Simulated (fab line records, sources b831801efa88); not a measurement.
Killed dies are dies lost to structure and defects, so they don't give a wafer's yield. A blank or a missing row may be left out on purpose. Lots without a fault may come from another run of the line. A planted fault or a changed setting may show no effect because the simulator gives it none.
Chamber matching | flow gf180mcu | GF_PASSIVATION_CVD_02 on pecvd-03: 3 sister chambers
The step deposits Si3N4, target thk 700 nm, time 486.18 s. 3 wafers are shown with their chamber, then 7 later ones without.

WAFERS WITH THEIR CHAMBER
wafer  | chamber | heater_power_outer_w (W)
L655.1 | 1       | 392
L658.3 | 0       | 360
L658.5 | 2       | 682

WAFERS WITHOUT THEIR CHAMBER
wafer  | heater_power_outer_w (W)
L658.6 | 396
L659.1 | 359
L659.5 | 410
L659.6 | 377
L660.1 | 331
L660.4 | 586
L660.6 | 362

WHICH CHAMBER EACH WENT THROUGH
wafer  | from the rows above     | in truth
L658.6 | can't be placed: 1 or 0 | 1
L659.1 | can't be placed: 0 or 1 | 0
L659.5 | can't be placed: 1 or 0 | 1
L659.6 | can't be placed: 1 or 0 | 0
L660.1 | can't be placed: 0 or 1 | 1
L660.4 | 2                       | 2
L660.6 | can't be placed: 0 or 1 | 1
Placed correctly: 1 of 7. Can't be placed from these rows: 6 (the true chamber is among the candidates in 6). Placed wrongly: 0.
How it was worked out, from the rows above alone: a wafer's distance from a chamber is the root of the sum, over the readings, of the square of ((its reading less the chamber's mean) divided by the reading's scatter). The wafer belongs to the nearest chamber; if the next one is less than 2 further off, it can't be placed. A chamber's mean is the mean of its shown wafers. The scatter: with one shown wafer a chamber, the root of the mean of the squares of how far each hidden wafer lies from its nearest shown one.
